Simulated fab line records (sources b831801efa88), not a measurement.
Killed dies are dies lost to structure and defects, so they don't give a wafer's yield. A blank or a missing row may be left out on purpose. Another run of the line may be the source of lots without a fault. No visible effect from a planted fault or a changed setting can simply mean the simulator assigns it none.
Which of the tools did it?	flow sfqLine	Sampling: 14 lots, 42 wafers, 3 of 325 route steps

WHAT EACH GAUGE READ, for each wafer
SFQ_M4_RS_MEAS_924: a four-point-probe measurement. Usual: M4_NB_RS gives 0.897 ohm/sq (standard deviation 0.013).
lot	measured	on	M4_NB_RS (ohm/sq)	flag
L481	day 50 22:27	filmMetro-03	0.882 0.895 0.882	
L482	day 51 03:47	filmMetro-01	0.907 0.900 0.902	
L485	day 52 16:23	filmMetro-03	0.726 0.712 0.711	OFF
L487	day 53 03:49	filmMetro-01	0.707 0.910 0.724	OFF
L494	day 55 17:29	filmMetro-04	0.895 0.913 0.911	
L495	day 56 07:12	filmMetro-03	0.901 0.880 0.873	
L496	day 56 16:42	filmMetro-01	0.884 0.906 0.908	
L498	day 57 02:23	filmMetro-01	0.903 0.904 0.903	
L499	day 57 03:32	filmMetro-03	0.905 0.926 0.896	
L500	day 57 05:54	filmMetro-03	0.883 0.894 0.892	
L501	day 57 15:32	filmMetro-03	0.904 0.916 0.904	
L502	day 57 20:22	filmMetro-01	0.895 0.894 0.892	
L503	day 58 05:59	filmMetro-01	0.905 0.893 0.900	
L504	day 58 20:18	filmMetro-03	0.906 0.897 0.916	

TOOL THAT RAN EACH LOT (tool first, then ch and the chambers of the sampled wafers, then the start)
lot	SFQ_TRILAYER_M2_BARC_OPEN_METAL_ETCH_077	SFQ_TRILAYER_M4_DEP_SPUTTER_091
L481	rieMetal-02 ch 0,1, day 32 06:44	pvdSputter-04, day 50 22:18
L482	rieMetal-03 ch 0,1, day 32 10:19	pvdSputter-03, day 51 03:42
L485	rieMetal-03 ch 0, day 33 21:07	pvdSputter-03, day 52 16:18
L487	rieMetal-02 ch 0,1, day 34 10:26	pvdSputter-03, day 53 03:44
L494	rieMetal-02 ch 0,1, day 37 13:14	pvdSputter-03, day 55 17:21
L495	rieMetal-02 ch 0,1, day 38 03:11	pvdSputter-05, day 56 07:05
L496	rieMetal-03 ch 0,1, day 38 09:11	pvdSputter-05, day 56 16:37
L498	rieMetal-03 ch 0,1, day 38 22:47	pvdSputter-03, day 57 02:14
L499	rieMetal-01 ch 0,1, day 40 07:13	pvdSputter-05, day 57 03:25
L500	rieMetal-01 ch 0,1, day 42 20:46	pvdSputter-05, day 57 05:49
L501	rieMetal-03 ch 0,1, day 45 16:07	pvdSputter-05, day 57 15:25
L502	rieMetal-01 ch 0,1, day 45 23:19	pvdSputter-05, day 57 20:14
L503	rieMetal-02 ch 0,1, day 46 08:53	pvdSputter-03, day 58 05:53
L504	rieMetal-01 ch 0,1, day 47 05:17	pvdSputter-03, day 58 20:13
- SFQ_TRILAYER_M2_BARC_OPEN_METAL_ETCH_077: etches BARC in O2, target depth 125 nm, time 41.7 s.
- SFQ_TRILAYER_M4_DEP_SPUTTER_091: material Nb, target thk 200 nm, time 133.3 s.

WHAT THE TOOLS THEMSELVES READ (means of the sampled wafers that have a number; where no wafer has one, the mark that the record gives instead)
SFQ_TRILAYER_M2_BARC_OPEN_METAL_ETCH_077. Usual: chamberPressureMTorr 10.001 mTorr, standard deviation 0.0097; drypumpMotorCurrentA 5.7 A, standard deviation 0.41; oesProductAu 0.685 a.u., standard deviation 0.0045; rfFwdPowerW 592.9 W, standard deviation 2.9.
lot	tool	chamberPressureMTorr (mTorr)	drypumpMotorCurrentA (A)	oesProductAu (a.u.)	rfFwdPowerW (W)	flag
L481	rieMetal-02	9.999	6.0	0.686	589.3	
L482	rieMetal-03	9.992	5.7	0.689	593.7	
L485	rieMetal-03	10.002	5.9	0.684	595.9	
L487	rieMetal-02	9.997	5.8	0.686	590.8	
L494	rieMetal-02	10.007	5.8	0.688	590.2	
L495	rieMetal-02	10.004	5.8	0.683	587.9	
L496	rieMetal-03	10.002	5.7	0.687	594.1	
L498	rieMetal-03	9.998	5.7	0.688	595.8	
L499	rieMetal-01	9.997	5.8	0.686	595.2	
L500	rieMetal-01	10.000	5.8	0.688	593.5	
L501	rieMetal-03	10.000	5.4	0.686	594.4	
L502	rieMetal-01	9.986	5.5	0.687	592.1	
L503	rieMetal-02	10.007	5.8	0.691	589.5	
L504	rieMetal-01	9.995	5.5	0.686	594.5	

SFQ_TRILAYER_M4_DEP_SPUTTER_091. Usual: basePressurePa 1.34e-06 Pa, standard deviation 9.2e-08; throttleValvePct 29.9 %, standard deviation 1.3.
lot	tool	basePressurePa (Pa)	throttleValvePct (%)	flag
L481	pvdSputter-04	1.35e-06	30.0	
L482	pvdSputter-03	1.37e-06	29.9	
L485	pvdSputter-03	1.24e-06	29.2	
L487	pvdSputter-03	1.35e-06	30.2	
L494	pvdSputter-03	1.37e-06	29.9	
L495	pvdSputter-05	1.32e-06	30.3	
L496	pvdSputter-05	1.35e-06	30.3	
L498	pvdSputter-03	1.32e-06	28.6	
L499	pvdSputter-05	1.30e-06	31.3	
L500	pvdSputter-05	1.38e-06	31.5	
L501	pvdSputter-05	1.37e-06	29.3	
L502	pvdSputter-05	1.28e-06	31.5	
L503	pvdSputter-03	1.31e-06	29.7	
L504	pvdSputter-03	1.27e-06	29.8	

THE ANSWER, worked out from the rows above alone
Rule: a lot counts as off when the mean over its wafers that have a number is more than 3 standard deviations away from the usual mean. Also off: a lot with no number at a reading for which 4 or more lots have one. All remaining lots with rows at the step are treated as sound. After the gauges, taken in route order, come the tools' own readings; for these a lot's mean is taken, as printed above. At the first step where some lot is off, the reading lying furthest off is the one used; lots without a number count as furthest.
Off: L485, L487, seen at SFQ_M4_RS_MEAS_924 (M4_NB_RS).
If a tool, at a process step before that reading, ran all the lots that are off and no sound lot after the first of them, it fits. Those tools and the gauges at SFQ_M4_RS_MEAS_924 are tried in the same way. No candidate that was tried fits.

WHAT THE SIMULATOR HAD INSERTED
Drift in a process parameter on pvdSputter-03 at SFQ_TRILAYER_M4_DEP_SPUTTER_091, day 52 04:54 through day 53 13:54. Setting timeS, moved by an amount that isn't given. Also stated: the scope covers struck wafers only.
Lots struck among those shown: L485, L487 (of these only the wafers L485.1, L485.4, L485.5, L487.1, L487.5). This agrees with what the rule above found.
